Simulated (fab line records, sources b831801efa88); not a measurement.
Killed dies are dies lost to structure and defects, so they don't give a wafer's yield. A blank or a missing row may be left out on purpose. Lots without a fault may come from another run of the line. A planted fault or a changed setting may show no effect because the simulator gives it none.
Which tool did it? | flow gf180mcu | 13 lots, 39 wafers sampled, at 4 steps of a route of 602

WHAT THE GAUGES READ, wafer by wafer
GF_M4_RS_MEAS_05: measures by four-point-probe. Usual: M4_ALCU_RS 0.0696 ohm/sq, standard deviation 0.00083.
lot  | measured     | on            | M4_ALCU_RS (ohm/sq)  | flag
L744 | day 23 06:52 | film_metro-04 | 0.0697 0.0694 0.0699 |
L745 | day 23 13:35 | film_metro-01 | 0.0697 0.0697 0.0693 |
L746 | day 24 05:22 | film_metro-01 | 0.0690 0.0695 0.0696 |
L748 | day 25 01:08 | film_metro-02 | 0.0698 0.0705 0.0701 |
L749 | day 25 10:02 | film_metro-04 | 0.0704 0.0701 0.0690 |
L751 | day 26 02:25 | film_metro-02 | 0.0698 0.0705 0.0696 |
L750 | day 26 02:55 | film_metro-01 | 0.0691 0.0702 0.0696 |
L752 | day 26 07:11 | film_metro-01 | 0.0694 0.0708 0.0688 |
L756 | day 27 09:26 | film_metro-01 | 0.0690 0.0689 0.0698 |
L758 | day 28 03:21 | film_metro-04 | 0.0694 0.0691 0.0694 |
L760 | day 28 13:04 | film_metro-02 | 0.0707 0.0695 0.0708 |
L763 | day 29 05:30 | film_metro-02 | 0.0697 0.0700 0.0709 |
L765 | day 29 23:20 | film_metro-04 | 0.0691 0.0699 0.0689 |

WHICH TOOL RAN EACH LOT (tool, then ch and the chambers of the sampled wafers, then the start)
lot  | GF_V3_SPUTTER_21             | GF_M4_SPUTTER_00             | GF_M4_SPUTTER_04
L744 | pvd_sputter-03, day 23 05:58 | pvd_sputter-04, day 23 06:39 | pvd_sputter-04, day 23 06:50
L745 | pvd_sputter-03, day 23 12:40 | pvd_sputter-04, day 23 13:22 | pvd_sputter-04, day 23 13:32
L746 | pvd_sputter-03, day 24 04:25 | pvd_sputter-04, day 24 05:06 | pvd_sputter-04, day 24 05:17
L748 | pvd_sputter-02, day 25 00:13 | pvd_sputter-04, day 25 00:55 | pvd_sputter-04, day 25 01:05
L749 | pvd_sputter-02, day 25 09:08 | pvd_sputter-01, day 25 09:49 | pvd_sputter-01, day 25 10:01
L751 | pvd_sputter-03, day 26 01:22 | pvd_sputter-04, day 26 02:10 | pvd_sputter-04, day 26 02:22
L750 | pvd_sputter-02, day 26 02:00 | pvd_sputter-01, day 26 02:41 | pvd_sputter-01, day 26 02:52
L752 | pvd_sputter-02, day 26 06:16 | pvd_sputter-01, day 26 06:58 | pvd_sputter-01, day 26 07:08
L756 | pvd_sputter-01, day 27 08:29 | pvd_sputter-04, day 27 09:10 | pvd_sputter-04, day 27 09:21
L758 | pvd_sputter-02, day 28 02:25 | pvd_sputter-04, day 28 03:07 | pvd_sputter-04, day 28 03:17
L760 | pvd_sputter-01, day 28 12:02 | pvd_sputter-03, day 28 12:49 | pvd_sputter-03, day 28 12:59
L763 | pvd_sputter-02, day 29 04:35 | pvd_sputter-03, day 29 05:17 | pvd_sputter-03, day 29 05:28
L765 | pvd_sputter-02, day 29 22:02 | pvd_sputter-04, day 29 23:07 | pvd_sputter-04, day 29 23:18
- GF_V3_SPUTTER_21: material Ti, target thk 15 nm, time 80.02 s.
- GF_M4_SPUTTER_00: material Ti, target thk 37.5 nm, time 150 s.
- GF_M4_SPUTTER_04: material TiN, target thk 50 nm, time 41.7 s.

WHAT THE TOOLS THEMSELVES READ (means of the sampled wafers that have a number; where no wafer has one, the mark that the record gives instead)
GF_V3_SPUTTER_21. Usual: cathode_dc_power_W 2500.0 W, standard deviation 0.44; chamber_pressure_pa 5.000 Pa, standard deviation 0.0095; throttle_valve_pct 29.9 %, standard deviation 1.3.
lot  | tool           | cathode_dc_power_W (W) | chamber_pressure_pa (Pa) | throttle_valve_pct (%) | flag
L744 | pvd_sputter-03 | 2500.3                 | 4.988                    | 30.0                   |
L745 | pvd_sputter-03 | 2500.2                 | 5.003                    | 30.7                   |
L746 | pvd_sputter-03 | 2500.4                 | 4.995                    | 31.0                   |
L748 | pvd_sputter-02 | 2500.0                 | 4.993                    | 29.2                   |
L749 | pvd_sputter-02 | 2499.7                 | 5.002                    | 28.4                   |
L751 | pvd_sputter-03 | 2500.2                 | 4.994                    | 30.6                   |
L750 | pvd_sputter-02 | 2500.1                 | 4.999                    | 29.4                   |
L752 | pvd_sputter-02 | 2499.9                 | 5.006                    | 29.1                   |
L756 | pvd_sputter-01 | 2499.9                 | 5.014                    | 28.8                   |
L758 | pvd_sputter-02 | 2500.0                 | 5.003                    | 29.2                   |
L760 | pvd_sputter-01 | 2499.6                 | 5.012                    | 29.6                   |
L763 | pvd_sputter-02 | 2500.1                 | 5.001                    | 30.0                   |
L765 | pvd_sputter-02 | 2500.3                 | 4.995                    | 29.2                   |

GF_M4_SPUTTER_00. Usual: cathode_dc_power_W 4000.0 W, standard deviation 0.71; chamber_pressure_pa 2.000 Pa, standard deviation 0.0039; throttle_valve_pct 30.1 %, standard deviation 1.3.
lot  | tool           | cathode_dc_power_W (W) | chamber_pressure_pa (Pa) | throttle_valve_pct (%) | flag
L744 | pvd_sputter-04 | 3999.6                 | 2.001                    | 30.0                   |
L745 | pvd_sputter-04 | 3999.7                 | 2.002                    | 28.9                   |
L746 | pvd_sputter-04 | 3999.6                 | 2.002                    | 29.1                   |
L748 | pvd_sputter-04 | 3999.9                 | 2.003                    | 29.8                   |
L749 | pvd_sputter-01 | -                      | -                        | -                      | OFF
L751 | pvd_sputter-04 | -                      | -                        | -                      | OFF
L750 | pvd_sputter-01 | -                      | -                        | -                      | OFF
L752 | pvd_sputter-01 | 4000.1                 | 2.000                    | 30.1                   |
L756 | pvd_sputter-04 | 4000.2                 | 2.000                    | 29.2                   |
L758 | pvd_sputter-04 | 3999.2                 | 2.000                    | 30.4                   |
L760 | pvd_sputter-03 | 4000.8                 | 2.002                    | 31.5                   |
L763 | pvd_sputter-03 | 4000.2                 | 2.000                    | 31.1                   |
L765 | pvd_sputter-04 | 3999.8                 | 2.000                    | 30.4                   |

GF_M4_SPUTTER_04. Usual: cathode_dc_power_W 6500.1 W, standard deviation 1.3; chamber_pressure_pa 0.3999 Pa, standard deviation 0.00078; throttle_valve_pct 30.1 %, standard deviation 1.3.
lot  | tool           | cathode_dc_power_W (W) | chamber_pressure_pa (Pa) | throttle_valve_pct (%) | flag
L744 | pvd_sputter-04 | 6500.7                 | 0.4003                   | 30.1                   |
L745 | pvd_sputter-04 | 6499.7                 | 0.4000                   | 29.1                   |
L746 | pvd_sputter-04 | 6499.0                 | 0.4002                   | 29.1                   |
L748 | pvd_sputter-04 | 6499.4                 | 0.3999                   | 29.6                   |
L749 | pvd_sputter-01 | 6500.6                 | 0.4003                   | 30.3                   |
L751 | pvd_sputter-04 | 6501.2                 | 0.3999                   | 29.1                   |
L750 | pvd_sputter-01 | 6499.4                 | 0.3996                   | 29.6                   |
L752 | pvd_sputter-01 | 6499.4                 | 0.3998                   | 30.1                   |
L756 | pvd_sputter-04 | 6500.3                 | 0.4003                   | 29.1                   |
L758 | pvd_sputter-04 | 6500.1                 | 0.3989                   | 30.4                   |
L760 | pvd_sputter-03 | 6499.3                 | 0.4004                   | 31.5                   |
L763 | pvd_sputter-03 | 6500.1                 | 0.4009                   | 31.1                   |
L765 | pvd_sputter-04 | 6500.4                 | 0.4001                   | 30.4                   |

THE ANSWER, worked out from the rows above alone
Rule: a lot is off if the mean of its wafers that have a number lies more than 3 standard deviations from the usual mean. A lot without any number at a reading at which 4 lots or more have one is off too. The other lots that the step has rows for count as sound. The gauges are gone through in route order, then the tools' own readings, and for those a lot's mean is taken as printed above. The first step at which some lot is off is used, and at that step the reading that is off furthest; a lot without a number counts as furthest.
Off: L749, L751, L750, at GF_M4_SPUTTER_00 (cathode_dc_power_W). Without a number there: L749, L751, L750.
A tool fits if, at that step or a process step before it, it ran every lot that is off, and no sound lot after the first of them. None of those tried fits.

WHAT THE SIMULATOR HAD PUT IN
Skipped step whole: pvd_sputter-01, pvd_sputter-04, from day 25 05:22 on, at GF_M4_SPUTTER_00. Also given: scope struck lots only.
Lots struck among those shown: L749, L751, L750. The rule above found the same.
